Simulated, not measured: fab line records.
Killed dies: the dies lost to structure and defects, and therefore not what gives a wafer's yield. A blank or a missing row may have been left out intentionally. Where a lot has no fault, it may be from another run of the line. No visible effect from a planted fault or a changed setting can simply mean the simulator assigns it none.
Tool commonality check    flow sky130    Lots sampled 11, wafers sampled 33

WHAT PROMPTED THE OPENING
Of 11 lots, 4 have the reading FIELD_ISO_CVD_03_THK flagged at SKY_FIELD_ISO_THK_MEAS_04. Fault-free wafers read 159.0 nm, with a standard deviation of 1.6.
Rule: a lot gets a flag if all its wafers with a number sit over 4 standard deviations from that mean, or if no wafer of it has a number. As for the other lots, they are considered sound.

lot   measured     on             FIELD_ISO_CVD_03_THK (nm), wafer by wafer  flag
L688  day 1 13:58  film metro-01  155.7 157.1 157.4                          
L689  day 1 19:27  film metro-01  159.6 160.5 159.9                          
L690  day 2 00:55  film metro-01  158.6 158.0 158.9                          
L691  day 2 07:41  film metro-02  159.3 158.4 159.4                          
L692  day 2 11:52  film metro-03  156.6 157.1 157.6                          
L694  day 2 20:48  film metro-01  161.3 160.5 160.7                          
L696  day 3 10:17  film metro-02  159.9 160.3 160.1                          
L697  day 3 16:19  film metro-01  135.7 137.5 136.6                          FLAGGED
L698  day 3 16:20  film metro-02  135.4 136.0 135.3                          FLAGGED
L699  day 3 20:55  film metro-03  137.1 137.0 136.1                          FLAGGED
L700  day 4 03:17  film metro-02  140.6 139.7 140.2                          FLAGGED
The numbers of the flagged lots are 137.3 nm on average: -21.7 nm against the usual, or -14 standard deviations.

WHICH TOOL EACH LOT WENT THROUGH
The record keeps 1 process step preceding the reading, out of 708 steps on the route. Each cell gives the tool, then ch followed by the chambers the sampled wafers passed through, then the start.
lot   flag     SKY_FIELD_ISO_CVD_03
L688           lpcvd-02 ch 0, day 1 12:10
L689           lpcvd-02 ch 0, day 1 17:40
L690           lpcvd-02 ch 0, day 1 23:07
L691           lpcvd-02 ch 1, day 2 05:53
L692           lpcvd-02 ch 0, day 2 10:05
L694           lpcvd-02 ch 1, day 2 19:01
L696           lpcvd-02 ch 0, day 3 08:30
L697  FLAGGED  lpcvd-02 ch 1, day 3 14:32
L698  FLAGGED  lpcvd-02 ch 1, day 3 14:32
L699  FLAGGED  lpcvd-02 ch 1, day 3 19:07
L700  FLAGGED  lpcvd-02 ch 0, day 4 01:30
What these steps do:
- SKY_FIELD_ISO_CVD_03: deposits Si3N4 from DCS/NH3, target thk 165 nm, time 2742 s.
- SKY_FIELD_ISO_THK_MEAS_04

FLAGGED AGAINST TOTAL, ONE TOOL AT A TIME (gauges that did the reading follow at the end)
step                       tool           lots run  flagged  share of the flagged lots  sound lots run after its first flagged lot
SKY_FIELD_ISO_CVD_03       lpcvd-02       11        4        all                        0
SKY_FIELD_ISO_THK_MEAS_04  film metro-01  5         1        some                       0
SKY_FIELD_ISO_THK_MEAS_04  film metro-02  4         2        some                       0
SKY_FIELD_ISO_THK_MEAS_04  film metro-03  2         1        some                       0

WHAT THE TABLE PERMITS
1 row of the table ran every flagged lot: lpcvd-02 at SKY_FIELD_ISO_CVD_03.
- lpcvd-02 at SKY_FIELD_ISO_CVD_03: 4 of its 11 lots flagged. It ran its last sound lot, L696, at day 3 08:30 and its first flagged lot, L697, at day 3 14:32: a fault with its onset between the two fits.
One tool is left: lpcvd-02 at SKY_FIELD_ISO_CVD_03.

WHAT WAS PUT IN BY THE SIMULATOR
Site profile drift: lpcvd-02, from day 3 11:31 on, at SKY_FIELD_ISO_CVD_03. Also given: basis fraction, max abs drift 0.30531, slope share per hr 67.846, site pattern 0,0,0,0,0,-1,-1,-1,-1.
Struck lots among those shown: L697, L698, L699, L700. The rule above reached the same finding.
